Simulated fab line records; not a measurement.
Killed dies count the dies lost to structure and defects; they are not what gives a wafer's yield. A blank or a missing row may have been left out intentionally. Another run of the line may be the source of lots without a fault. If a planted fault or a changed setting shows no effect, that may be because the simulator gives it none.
The tool behind it: which one? | flow sky130 | 12 lots, 36 wafers sampled, at 4 steps of a route of 708

## WHAT THE GAUGES SHOWED, per wafer
SKY_LDD_P_CD_MEAS_07 targets a cd of 380 nm.
lot  | measured     | on       | cdNm (nm)
L414 | day 19 05:17 | cdSem-01 | 377 378 378
L416 | day 20 03:09 | cdSem-02 | 385 386 383
L418 | day 20 14:26 | cdSem-02 | 380 381 381
L419 | day 20 17:28 | cdSem-02 | 376 372 374
L421 | day 21 21:32 | cdSem-01 | 377 377 376
L422 | day 21 22:59 | cdSem-01 | 376 375 378
L423 | day 22 03:12 | cdSem-01 | 380 381 381
L425 | day 22 23:30 | cdSem-01 | 382 381 383
L426 | day 23 12:48 | cdSem-01 | 380 380 379
L432 | day 25 21:43 | cdSem-01 | 381 379 381
L433 | day 26 07:25 | cdSem-02 | 380 378 380
L436 | day 26 23:18 | cdSem-01 | 380 378 380

SKY_POLY_CUT_OVL_MEAS_09.
lot  | measured     | on         | POLY_CUT_OVL (nm)
L414 | day 24 11:05 | overlay-01 | 1 -11 1
L416 | day 25 07:26 | overlay-02 | -1 -6 -10
L418 | day 25 16:17 | overlay-02 | 9 8 4
L419 | day 25 20:26 | overlay-01 | 3 10 -5
L421 | day 26 22:38 | overlay-02 | 14 12 10
L422 | day 26 23:17 | overlay-02 | 2 -4 0
L423 | day 27 04:17 | overlay-02 | 48 55 48
L425 | day 28 00:04 | overlay-02 | 46 56 50
L426 | day 28 12:47 | overlay-02 | 55 57 54
L432 | day 30 19:52 | overlay-02 | 0 2 -3
L433 | day 31 04:04 | overlay-02 | 7 3 2
L436 | day 31 18:38 | overlay-01 | 4 3 -3

## EACH LOT AND THE TOOL THAT RAN IT (in order: tool; ch and the chambers of the sampled wafers; start)
lot  | SKY_LDD_P_STRIP_10                  | SKY_POLY_CUT_EXPOSE_05
L414 | plasmaAsher-04 ch 0,1, day 19 05:34 | krfScanner-01 ch 0, day 23 20:52
L416 | plasmaAsher-03 ch 0,1, day 20 03:28 | krfScanner-02 ch 0, day 24 16:40
L418 | plasmaAsher-03 ch 1, day 20 14:43   | krfScanner-01 ch 0, day 25 02:03
L419 | plasmaAsher-04 ch 0,1, day 20 17:45 | krfScanner-02 ch 0, day 25 06:07
L421 | plasmaAsher-03 ch 0,1, day 21 21:50 | krfScanner-02 ch 0, day 26 08:19
L422 | plasmaAsher-02 ch 0,1, day 21 23:17 | krfScanner-02 ch 0, day 26 08:51
L423 | plasmaAsher-02 ch 0,1, day 22 03:30 | krfScanner-02 ch 0, day 26 13:40
L425 | plasmaAsher-02 ch 0,1, day 22 23:48 | krfScanner-02 ch 0, day 27 09:11
L426 | plasmaAsher-03 ch 1, day 23 13:06   | krfScanner-02 ch 0, day 27 22:48
L432 | plasmaAsher-03 ch 0,1, day 25 22:01 | krfScanner-01 ch 0, day 30 05:33
L433 | plasmaAsher-04 ch 0,1, day 26 07:42 | krfScanner-01 ch 0, day 30 14:41
L436 | plasmaAsher-02 ch 0,1, day 26 23:35 | krfScanner-01 ch 0, day 31 04:53
- SKY_LDD_P_STRIP_10: strips in O2/N2.
- SKY_POLY_CUT_EXPOSE_05: exposes mask NPCM, target cd 270 nm.

## WHAT THE TOOLS THEMSELVES READ (means of the sampled wafers that have a number; where no wafer has one, the mark that the record gives instead)
SKY_LDD_P_STRIP_10.
lot  | tool           | drypumpMotorCurrentA (A) | oesProductAu (a.u.) | stripTimeToEndpointS (s)
L414 | plasmaAsher-04 | 5.57                     | 0.717               | 14.20
L416 | plasmaAsher-03 | 5.95                     | 0.713               | 14.16
L418 | plasmaAsher-03 | 5.93                     | 0.711               | 14.21
L419 | plasmaAsher-04 | 5.60                     | 0.716               | 14.24
L421 | plasmaAsher-03 | 5.93                     | 0.720               | 14.18
L422 | plasmaAsher-02 | 5.47                     | 0.718               | 14.23
L423 | plasmaAsher-02 | 5.51                     | 0.716               | 14.16
L425 | plasmaAsher-02 | 5.51                     | 0.718               | 14.14
L426 | plasmaAsher-03 | 5.92                     | 0.713               | 14.21
L432 | plasmaAsher-03 | 5.93                     | 0.714               | 14.12
L433 | plasmaAsher-04 | 5.60                     | 0.718               | 14.19
L436 | plasmaAsher-02 | 5.53                     | 0.711               | 14.21

## THE ANSWER, worked out from the rows above alone
Rule: the usual values come from the lots themselves. Put in order of their means at a reading, lots are off if they are a third of the lots or fewer, leave a main group of 4 or more, and stand apart from it by a gap of 3 or more times the standard deviation of the main group's means; of several such gaps the widest counts. The tables above print the reading to a certain number of digits; a main group whose means all agree to those digits is not used. A lot without any number at a reading at which 4 lots or more have one is off too. Where the step has rows for the other lots, those lots are counted as sound. After the gauges, taken in route order, come the tools' own readings; for these a lot's mean is taken, as printed above. At the first step where some lot is off, the reading lying furthest off is the one used; lots without a number count as furthest.
Off: at SKY_POLY_CUT_OVL_MEAS_09 (POLY_CUT_OVL), L423, L425, L426. Mean 2 nm and standard deviation 5 in the main group.
A tool fits if, at a process step before that reading, it ran every lot that is off, and no sound lot after the first of them. Those tools and the gauges at SKY_POLY_CUT_OVL_MEAS_09 are tried in the same way. One fits: krfScanner-02 at SKY_POLY_CUT_EXPOSE_05. A fault onset in the window from L422 (day 26 08:51, its last sound lot) to L423 (day 26 13:40, its first lot off) fits.

## WHAT WAS PUT IN BY THE SIMULATOR
Scanner matching overlay: krfScanner-02, from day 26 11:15 on, at SKY_POLY_CUT_EXPOSE_05. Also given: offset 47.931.
Struck lots among those shown: L423, L425, L426. The rule above found the same.
